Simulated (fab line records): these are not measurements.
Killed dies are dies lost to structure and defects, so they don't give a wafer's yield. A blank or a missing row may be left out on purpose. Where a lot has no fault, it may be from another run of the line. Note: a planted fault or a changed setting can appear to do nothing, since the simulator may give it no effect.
2 desks, one fault -- flow sky130 -- each desk holds nothing but its own numbers, with what lay behind them at the end

== THE METROLOGY DESK ==
What the gauges read for every lot (on any tool): the sampled wafers with a number, averaged. If a lot's mean is further than 4 standard deviations from the usual mean, the lot is out of limits and carries the mark OUT (the distance appears in the brackets).
Columns: A = FIELD_ISO_OXIDATION_00_THK at SKY_FIELD_ISO_THK_MEAS_02, usual 12.00 nm; B = PWDE_OVL at SKY_PWDE_OVL_MEAS_07, usual -0.1 nm
lot,first seen here,A,B
L312,day 1 16:17,11.99,-1.7
L313,day 1 21:52,11.69,-0.9
L314,day 1 21:52,11.97,-1.8
L315,day 2 03:56,12.34,-0.4
L316,day 2 07:38,11.84,1.3
L322,day 3 15:00,12.22,-0.8
L323,day 3 19:21,12.41,-1.1
L324,day 4 01:23,11.90,2.0
L325,day 4 05:47,11.92,0.4
L326,day 4 10:10,12.42,0.4
L330,day 5 06:58,11.85,-1.8
L332,day 5 15:38,12.31,-0.8
L333,day 5 21:11,12.34,-0.3
This desk's verdict: no lot among the 13 shows anything out of limits.

== THE TOOL OWNER'S DESK: rie si-01 ==
The tool's own readings at SKY_FIELD_ISO_ETCH_17 (etches Si in HBr/Cl2/O2, target depth 342 nm, time 97.7 s): means of the sampled wafers that have a number, for each lot that ran on this tool. If a lot's mean is further than 4 standard deviations from the usual mean, the lot is out of limits and carries the mark OUT (the distance appears in the brackets).
Columns: A = drypump motor current A at SKY_FIELD_ISO_ETCH_17, usual 5.8 A; B = oes product au at SKY_FIELD_ISO_ETCH_17, usual 1.004 a.u.; C = run length s at SKY_FIELD_ISO_ETCH_17, usual 125.4 s; D = throttle valve pct at SKY_FIELD_ISO_ETCH_17, usual 25.654 %
lot,first seen here,A,B,C,D
L312,day 2 09:08,5.7,1.001,125.2,25.650
L314,day 2 14:38,5.8,0.988,125.3,25.654
L315,day 2 22:52,5.8,1.010,125.4,25.643
L323,day 4 13:32,5.8,1.009,133.5 (+26) OUT,25.659
L324,day 4 21:55,5.4,0.999,133.8 (+27) OUT,25.658
This desk finds L323, L324 out of limits, L323 being first, at day 4 13:32 (run length s at SKY_FIELD_ISO_ETCH_17). In limits: L312, L314, L315.

== PUT TOGETHER ==
On L323, L324, at day 4 13:32, an alarm was possible from the tool owner's desk.
Nothing out of limits was seen by the metrology desk.
The metrology desk holds a record of L323, L324, inside its limits.
Every lot named ran SKY_FIELD_ISO_ETCH_17 on rie si-01.

== WHAT HAD BEEN PUT IN BY THE SIMULATOR ==
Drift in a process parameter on rie si-01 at SKY_FIELD_ISO_ETCH_17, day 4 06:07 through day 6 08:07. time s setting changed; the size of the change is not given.
Lots struck among those shown: L323, L324.
Delay in hours, fault start to first out-of-limits reading, by desk: the tool owner's desk at 7.
